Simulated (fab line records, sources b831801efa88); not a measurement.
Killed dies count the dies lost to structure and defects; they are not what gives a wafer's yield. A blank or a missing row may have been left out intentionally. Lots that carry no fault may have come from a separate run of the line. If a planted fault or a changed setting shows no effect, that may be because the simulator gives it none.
fab line records | flow sky130
[record] lots = 6 wafers = 18 lastDay = 49
route steps=708 shown CONTACT@417
lots that met no fault: taken from a fault-free run of the same line
startH: the number of hours between the record's first day and the start of the first shown wafer of the lot | waitH: hours since the lot's step before | " the same as in the row above | L1.1+2: one row covering several wafers at once | - no value, or no start was given | * or withheld: withheld | < > ~ a bound
route shown NAME@n: names a module that has steps shown in the file, with the first one's number in the route | usual: the fault-free wafers' mean and standard deviation | same: alike in all rows | chamber/n: place in a boat | sites: each site's reading | _std_site: standard deviation across them | _edge_site: the outer-site mean with the inner-site mean subtracted | radiusMm: how far each site lies from the wafer's centre | mask NAME#n: copy n | behind: the tool/chamber that last shaped the wafer | hold: why the lot went on hold/how many hours it stayed there/how the hold came to an end | device: the n, p or np transistor that did not switch | end of line: the tests these same wafers got at the end of their route | a step without rows: its recipe alone | killed: count of dies lost to structure and defects at first sort (not the wafer's yield) | map: per-die view of a wafer (x killed, . not killed, _ where there is no die)
set.NAME: the setting the step ran with; set.NAME@STEP: the setting that earlier step ran with | model.NAME: the simulator's own value behind a step, which no gauge read
a table for each step, a row for each wafer; lots at some steps of the route
services: a tool's chamber out of use, with start hour (startH, from the record's first day; less than 0 if before it), hours out, and reason
[[steps]]
[step SKY_CONTACT_EXPOSE_11]
[recipe] maskId = CTM1 na = 0.8 sourceShape = annular sigmaInner = 0.55 sigmaOuter = 0.85 targetCdNm = 170 doseMj = 38
[step SKY_CONTACT_PEB_12]
[recipe] pebTempC = withheld pebTimeS = withheld resist = KrF-thick
[step SKY_CONTACT_DEVELOP_13]
[recipe] developTimeS = 60 resist = KrF-thick devTempC = 21
[step SKY_CONTACT_CD_MEAS_14]
[recipe] targetCdNm = 170
[usual] cdNm = 169.8/1.6
// columns lot.wafer tool chamber startH waitH cdNm
L853.1 cdSem-02 - 762.17 - 168.8
L853.4 " - " " 169.3
L853.6 " - " " 169.3
L855.2 cdSem-01 - 771.33 - 168.9
L855.3 " - " " 168.4
L855.5 " - " " 167.9
L862.1 cdSem-02 - 822.58 - 167.1
L862.2 " - " " 166.1
L862.4 " - " " 166.8
L863.3 cdSem-01 - 834.47 - 170.3
L863.4 " - " " 169.9
L863.6 " - " " 170.5
L868.1 cdSem-02 - 867.93 - 170.5
L868.2 " - " " 170.1
L868.5 " - " " 170.5
L870.3 cdSem-02 - 887.01 - 169.6
L870.4 " - " " 172.9
L870.5 " - " " 171.5
[step SKY_CONTACT_OVL_MEAS_15]
[usual] CONTACT_OVL = 0/3.7
// columns lot.wafer tool chamber startH waitH CONTACT_OVL[nm]
L853.1 overlay-02 - 762.29 0.1 -1
L853.4 " - " " -4
L853.6 " - " " 0
L855.2 overlay-01 - 771.43 0.1 1
L855.3 " - " " 6
L855.5 " - " " 2
L862.1 overlay-02 - 822.70 0.1 -2
L862.2 " - " " 5
L862.4 " - " " 7
L863.3 overlay-02 - 834.56 0.1 -1
L863.4 " - " " 0
L863.6 " - " " 1
L868.1 overlay-01 - 868.05 0.1 -3
L868.2 " - " " -3
L868.5 " - " " 1
L870.3 overlay-02 - 887.10 0.1 4
L870.4 " - " " -5
L870.5 " - " " 3
[step SKY_CONTACT_ETCH_16]
[recipe] chemistry = N2/H2 target = BARC ionEnergyEv = 200 sourceW = 500 biasW = 100 pressureMtorr = 30 n2FlowSccm = 100 h2FlowSccm = 200 stopOn = SiO2 timeS = 45.9 targetDepthA = 600
[usual] drypumpMotorCurrentA = 5.8/0.46 oesProductAu = 0.854/0.005 throttleValvePct = 13.225/0.009
// columns lot.wafer tool chamber startH waitH drypumpMotorCurrentA oesProductAu rfHoursCounterH throttleValvePct
L853.1 rieDiel-04 0 762.32 0.0 4.9 0.850 10 13.224
L853.4 " 2 " " 6.0 0.855 10 13.230
L853.6 " 3 " " 5.9 0.852 - 13.220
L855.2 rieDiel-02 1 771.46 0.0 6.0 0.855 9 13.214
L855.3 " 0 " " 6.7 0.855 12 13.217
L855.5 " 0 " " 6.7 0.867 - 13.243
L862.1 rieDiel-04 1 822.74 0.0 5.7 0.855 14 13.233
L862.2 " 2 " " 6.0 0.852 11 13.220
L862.4 " 3 " " 5.8 0.854 13 13.218
L863.3 rieDiel-02 0 834.59 0.0 6.7 0.854 14 13.217
L863.4 " 0 " " 6.7 0.857 - 13.207
L863.6 " 1 " " 6.0 0.851 - 13.229
L868.1 rieDiel-01 1 868.09 0.0 5.6 0.860 4 13.233
L868.2 " 2 " " 6.0 0.851 9 13.225
L868.5 " 3 " " 5.9 0.854 - 13.213
L870.3 rieDiel-04 2 887.12 0.0 6.0 0.854 14 13.225
L870.4 " 1 " " 5.7 0.849 16 13.226
L870.5 " 3 " " 5.8 0.859 - 13.225
[step SKY_CONTACT_ETCH_17]
[recipe] target = SiO2 chemistry = C4F8/O2/Ar stopOn = Si3N4 maskMaterial = KrF-thick sourceW = 1500 biasW = 1200 pressureMtorr = 40 c4f8FlowSccm = withheld O2_flow_sccm = 6 Ar_flow_sccm = 300 timeS = withheld targetDepthA = 3400
[usual] oesProductAu = 0.892/0.0053
// columns lot.wafer tool chamber startH waitH oesProductAu
L853.1 rieDiel-04 0 762.37 0.0 0.884
L853.4 " 2 " " 0.888
L853.6 " 3 " " 0.888
L855.2 rieDiel-02 1 771.51 0.0 0.895
L855.3 " 0 " " 0.890
L855.5 " 0 " " 0.902
L862.1 rieDiel-04 1 822.78 0.0 0.898
L862.2 " 2 " " 0.899
L862.4 " 3 " " 0.895
L863.3 rieDiel-02 0 834.63 0.0 0.899
L863.4 " 0 " " 0.894
L863.6 " 1 " " 0.889
L868.1 rieDiel-01 1 868.13 0.0 0.891
L868.2 " 2 " " 0.888
L868.5 " 3 " " 0.890
L870.3 rieDiel-04 2 887.17 0.0 0.893
L870.4 " 1 " " 0.905
L870.5 " 3 " " 0.896
[step SKY_CONTACT_ETCH_18]
[recipe] target = Si3N4 chemistry = CHF3/O2 stopOn = TiN sourceW = 600 biasW = 200 pressureMtorr = 40 chf3FlowSccm = 50 O2_flow_sccm = 5 timeS = 39 targetDepthA = 750
[usual] drypumpMotorCurrentA = 5.7/0.46 oesProductAu = 0.853/0.0085 throttleValvePct = 8.792/0.0094
// columns lot.wafer tool chamber startH waitH drypumpMotorCurrentA oesProductAu rfHoursCounterH throttleValvePct
L853.1 rieDiel-04 0 - - 4.9 0.861 10 8.804
L853.4 " 2 " " 6.0 0.857 10 8.807
L853.6 " 3 " " 5.8 0.851 - 8.771
L855.2 rieDiel-02 1 - - 6.0 0.843 9 8.775
L855.3 " 0 " " 6.6 0.841 12 8.777
L855.5 " 0 " " 6.7 0.856 - 8.804
L862.1 rieDiel-04 1 - - 5.6 0.843 14 8.791
L862.2 " 2 " " 6.0 0.843 11 8.783
L862.4 " 3 " " 5.8 0.836 13 8.777
L863.3 rieDiel-02 0 - - 6.7 0.853 14 8.791
L863.4 " 0 " " 6.7 0.851 - 8.804
L863.6 " 1 " " 6.0 0.863 - 8.806
L868.1 rieDiel-01 1 - - 5.5 0.846 4 8.791
L868.2 " 2 " " 5.9 0.863 9 8.797
L868.5 " 3 " " 5.9 0.846 - 8.798
L870.3 rieDiel-04 2 - - 6.0 0.849 14 8.795
L870.4 " 1 " " 5.7 0.850 16 8.775
L870.5 " 3 " " 5.8 0.852 - 8.806
[step SKY_CONTACT_STRIP_19]
[recipe] chemistry = O2/N2 powerW = 1400 pressureMtorr = 1500 platenTempC = withheld o2FlowSccm = 3000 n2FlowSccm = 300 overashFraction = 0.5
[usual] drypumpMotorCurrentA = 5.57/0.26 oesProductAu = 0.381/0.0046 stripTimeToEndpointS = 3.60/0.039
// columns lot.wafer tool chamber startH waitH drypumpMotorCurrentA oesProductAu rfHoursCounterH stripTimeToEndpointS
L853.1 plasmaAsher-04 1 762.46 - 5.93 0.381 33 3.56
L853.4 " 1 " " 5.95 0.378 - 3.64
L853.6 " 1 " " 5.94 0.382 - 3.66
L855.2 plasmaAsher-03 0 771.60 - 5.26 0.380 94 3.61
L855.3 " 0 " " 5.28 0.381 - 3.65
L855.5 " 1 " " 5.76 0.376 - 3.63
L862.1 plasmaAsher-03 1 822.87 - 5.74 0.385 99 3.61
L862.2 " 0 " " 5.27 0.380 99 3.64
L862.4 " 1 " " 5.78 0.380 - 3.62
L863.3 plasmaAsher-03 1 834.75 - 5.80 0.376 - 3.64
L863.4 " 0 " " 5.24 0.389 - 3.64
L863.6 " 1 " " 5.76 0.375 - 3.62
L868.1 plasmaAsher-04 0 868.22 - 5.65 0.380 44 3.59
L868.2 " 1 " " 5.95 0.386 44 3.61
L868.5 " 0 " " 5.67 0.385 - 3.59
L870.3 plasmaAsher-03 0 887.29 - 5.27 0.387 - 3.59
L870.4 " 1 " " 5.80 0.377 - 3.55
L870.5 " 0 " " 5.28 0.384 - 3.59
[step SKY_CONTACT_STRIP_20]
[recipe] chemistry = postEtchResidueRemover timeS = 1200 tempC = 72.5
[step SKY_CONTACT_CLEAN_21]
[recipe] chemistry = IPA timeS = 180 tempC = 25
[step SKY_CONTACT_CLEAN_22]
[recipe] chemistry = O3/DIW dry = n2Spin
[step SKY_CONTACT_SPUTTER_23]
[recipe] material = TiN targetThkNm = 20 chamberPressurePa = 5 powerW = 4000 timeS = 80
[usual] throttleValvePct = 30.1/1.2
// columns lot.wafer tool chamber startH waitH throttleValvePct model.TiN_of_CONTACT_SPUTTER_23.thkNm
L853.1 pvdSputter-04 - 763.05 0.0 31.7 19.83
L853.4 " - " " 28.1 19.88
L853.6 " - " " 28.1 20
L855.2 pvdSputter-01 - 772.19 0.0 30.5 19.23
L855.3 " - " " 30.2 19.46
L855.5 " - " " 30.5 19.23
L862.1 pvdSputter-01 - 823.54 0.0 29.8 33.99
L862.2 " - " " 31.6 33.85
L862.4 " - " " 30.6 33.51
L863.3 pvdSputter-01 - 835.35 0.0 31.6 33.88
L863.4 " - " " 30.2 33.77
L863.6 " - " " 31.3 33.9
L868.1 pvdSputter-02 - 868.81 0.0 29.7 20.54
L868.2 " - " " 28.1 20.32
L868.5 " - " " 30.9 19.95
L870.3 pvdSputter-01 - 887.85 0.0 31.4 19.76
L870.4 " - " " 30.3 19.56
L870.5 " - " " 31.4 19.53
[step SKY_CONTACT_CVD_24]
[recipe] material = W targetThkNm = 340 timeS = 102.12 tempC = 400 pressureTorr = 40
[usual] heaterPowerW = 814/53
// columns lot.wafer tool chamber startH waitH heaterPowerW
L853.1 cvdW-01 0 763.11 0.0 801
L853.4 " 1 " " 890
L853.6 " 1 " " 907
L855.2 cvdW-02 1 772.29 0.1 798
L855.3 " 1 " " 782
L855.5 " 1 " " 781
L862.1 cvdW-01 1 823.60 0.0 901
L862.2 " 0 " " 823
L862.4 " 0 " " 812
L863.3 cvdW-01 0 835.45 0.1 840
L863.4 " 1 " " 901
L863.6 " 1 " " 923
L868.1 cvdW-02 1 868.87 0.0 803
L868.2 " 0 " " 773
L868.5 " 0 " " 764
L870.3 cvdW-01 1 887.95 0.1 921
L870.4 " 0 " " 819
L870.5 " 1 " " 891
[[services]]
// columns tool chamber startH hours kind
cvdW-01 - 757.41 1.9 repair
rieDiel-04 - 757.83 1.7 repair
cvdW-02 0 757.96 16.1 repair
plasmaAsher-03 - 763.55 2.8 pm
plasmaAsher-03 - 803.37 1.1 repair
cvdW-02 0 826.76 10.5 repair
rieDiel-02 3 828.22 7.1 repair
pvdSputter-04 0 832.38 - consumableReplace:kit
pvdSputter-04 0 832.38 18.0 scheduledDown
pvdSputter-04 0 832.38 18.0 ventCycle
cvdW-02 - 855.22 0.8 repair
rieDiel-04 1 857.24 9.9 repair
pvdSputter-01 0 879.78 - consumableReplace:kit
pvdSputter-01 0 879.78 18.0 scheduledDown
pvdSputter-01 0 879.78 18.0 ventCycle
pvdSputter-01 - 879.90 1.4 repair
[[key]]
firstSign none at tools or gauges
[modelEffect] step = SKY_CONTACT_SPUTTER_23 value = TiN_of_CONTACT_SPUTTER_23.thkNm without = 19.98 struck = 33.82
metAt SKY_CONTACT_SPUTTER_23
struckWafers L862.1,L862.2,L862.4,L863.3,L863.4,L863.6
testerLeftOut L862,L863
onsetBetween 772.19 823.54
[earlierFault] kind = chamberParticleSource tool = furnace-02 chamber = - onsetH = 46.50 steps = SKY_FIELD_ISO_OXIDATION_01 ratePerVisitCm2 = 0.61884 endH = 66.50
[fault] kind = processParameterDrift tool = pvdSputter-01 chamber = - onsetH = 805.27 steps = SKY_CONTACT_SPUTTER_23 channel = targetThkNm offset = 13.836 shape = step endH = 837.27 actsIn = theseRecipesOnly stated = 20
// testerLeftOut: of these lots the tester's yield and bins aren't shown, on N5 and GAA mostly nor the transistor test; their killed dies are dies lost to structure and defects alone, not to doping, threshold or leakage, so they don't give the yield
